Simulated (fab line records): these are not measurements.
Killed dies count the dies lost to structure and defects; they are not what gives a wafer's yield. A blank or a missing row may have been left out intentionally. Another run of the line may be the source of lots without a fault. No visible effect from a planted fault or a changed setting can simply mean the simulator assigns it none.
Problem report in the 8D (eight disciplines) form, filled by code :: flow gf180mcu :: the parts of the form that need people (team, actions taken, sign-off) are left out

1. WHAT IS WRONG
Wafers without a fault read 595.9 W, standard deviation 2.5; rf-fwd-power-W at GF_V1_CVD_02 reads a mean of 501.5 W on 6 wafers belonging to 2 lots. Measured from the usual mean, that is -38 standard deviations.
The step: deposits SiO2 from TEOS, target thk 850 nm, time 94.851 s.
First seen on wafer L542.1, day 21 06:33, on pecvd-01. The record holds 33 wafers of 11 lots with a number at this step. The rule behind "out" and "out of limits": a value lying over 4 standard deviations away from the usual mean. All remaining wafers that have a number are taken as sound.

2. WHAT IT IS, WHAT IT ISN'T
question: which readings at this step
is: rf-fwd-power-W
is not: -

question: which lots
is: L542, L543
is not: L532, L535, L537, L539, L540, L551, L552, L553, L554

question: which wafers of those lots
is: all that have a number
is not: -

question: read on which tools
is: pecvd-01
is not: pecvd-04

question: when
is: from day 21 06:33
is not: up to then (15 sound wafers); but 12 sound wafers of L551, L552, L553, L554 came after

3. WHAT RULES OUT EACH SUSPECT
Counting: a tool at any process step up to the reading remains a suspect when it ran all the lots that are out and ran no sound lot after the first of those.
- pecvd-01 at GF_V1_CVD_02 (deposits SiO2 from TEOS, target thk 850 nm, time 94.851 s): ruled out as a lasting fault. Following L542 (day 21 06:33), the first lot on it that is out, the sound lots L551, L553 were run on it.
Left after counting: nothing in the record.

4. THE CAUSE (what the simulator had put in)
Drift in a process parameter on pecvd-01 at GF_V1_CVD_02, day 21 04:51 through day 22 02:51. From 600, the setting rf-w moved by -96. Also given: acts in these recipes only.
Counting ruled it out, wrongly.

5. SEQUENCE OF EFFECTS, ordered by route
One row per reading whose mean, taken over the struck wafers that have a number, lies over 3 standard deviations from the usual. Only readings whose record carries a usual standard deviation are examined. hours: median over the lots of the time between each lot's start at the first step of this table that gives one and its start at this step. sigmas: the change, counted in usual standard deviations.
hours: 0
step: GF_V1_CVD_02
reading: rf-fwd-power-W
usual: 595.9 W
on struck wafers: 501.5
change: -94.4
sigmas: -38
Its process steps:
- GF_V1_CVD_02: deposits SiO2 from TEOS, target thk 850 nm, time 94.851 s.
Later measuring or inspecting steps at which every struck wafer that the step has a row for has a number for every such reading, and none has moved that far: GF_V1_THK_MEAS_03.

6. HOW IT WOULD HAVE BEEN CAUGHT EARLIER
The fault began at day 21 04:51; the first out-of-limits reading in this record came at day 21 06:33, 2 hours later.
